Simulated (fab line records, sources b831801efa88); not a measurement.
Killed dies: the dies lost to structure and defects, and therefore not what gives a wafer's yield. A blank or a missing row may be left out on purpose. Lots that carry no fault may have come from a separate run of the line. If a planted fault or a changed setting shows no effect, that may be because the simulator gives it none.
Problem report in the 8D (eight disciplines) form, filled by code / flow gf180mcu / the parts of the form that need people (team, actions taken, sign-off) are left out

== 1. THE PROBLEM ==
STI_OXIDATION_02_THK at GF_STI_THK_MEAS_30 reads a mean of 15.54 nm on 6 wafers of 2 lots; wafers without a fault read 9.98 nm with a standard deviation of 0.19. That puts it +29 standard deviations away from the usual mean.
Earliest sighting: wafer L469.2 on film-metro-03 at day 4 04:34. At this step, 39 wafers from 13 lots have a number in the record. Rule for "out" (also "out of limits"): further than 4 standard deviations from the usual mean. All remaining wafers that have a number are taken as sound.

== 2. WHAT IT IS; WHAT IT IS NOT ==
question=which readings at this step | is=STI_OXIDATION_02_THK | is not=-
question=which lots | is=L469, L471 | is not=L461, L463, L464, L466, L467, L468, L470, L473, L479, L482, L483
question=which wafers of those lots | is=all that have a number | is not=-
question=read on which gauges | is=film-metro-02, film-metro-03 | is not=film-metro-04
question=when | is=from day 4 04:34 | is not=up to then (18 sound wafers); but 15 sound wafers of L470, L473, L479, L482, L483 came after

== 3. THE SUSPECTS, EACH WITH WHAT RULES IT OUT ==
Counting: a tool stays on the suspect list if, at a process step up to the reading, it processed all lots that are out and no sound lot following the first of them.
- ruled out: the gauge at GF_STI_THK_MEAS_30. The wafers that are out were read on 2 gauges (film-metro-02, film-metro-03).
- furnace-02 at GF_STI_OXIDATION_29 (stabilise 600 s, purge 300 s, target thk 10 nm): kept. All lots that are out passed through it, beginning with L469 at day 4 03:10, and no sound lot followed; its final sound lot before that point was L467 at day 3 18:11.
Remaining after the count: furnace-02 at GF_STI_OXIDATION_29.

== 4. THE CAUSE (what the simulator had put in) ==
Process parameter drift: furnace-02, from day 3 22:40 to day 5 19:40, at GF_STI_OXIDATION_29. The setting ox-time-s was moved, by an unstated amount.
Counting left only this tool.

== 5. SEQUENCE OF EFFECTS, ordered by route ==
One row per reading whose mean, taken over the struck wafers that have a number, lies over 3 standard deviations from the usual. Readings are gone through only where the record gives a usual standard deviation; hours: the median, over the lots, of the time from a lot's start at the first step in this table giving one to that lot's start at this step; sigmas: the change measured in usual standard deviations.
hours=0; step=GF_STI_THK_MEAS_30; reading=STI_OXIDATION_02_THK; usual=9.98 nm; on struck wafers=15.54; change=+5.56; sigmas=+29
Later steps that measure or inspect, where all struck wafers having a row at the step show a number for every such reading and not one has moved that far: GF_VT_IMPLANT_OVL_MEAS_18.

== 6. HOW IT WOULD HAVE BEEN CAUGHT EARLIER ==
In this record the first reading out of limits at a measuring or inspecting step was taken at day 4 04:34, 6 hours after the fault began at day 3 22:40.
Of the tool readings at GF_STI_OXIDATION_29 for which the record gives a usual standard deviation, none was out on any struck wafer, so an alarm limit of 4 standard deviations on them would not have fired.
L471, from the lots that are out (2), started GF_STI_OXIDATION_29 on furnace-02 later than day 4 04:34. Had the tool been put on hold then, it would have been spared.
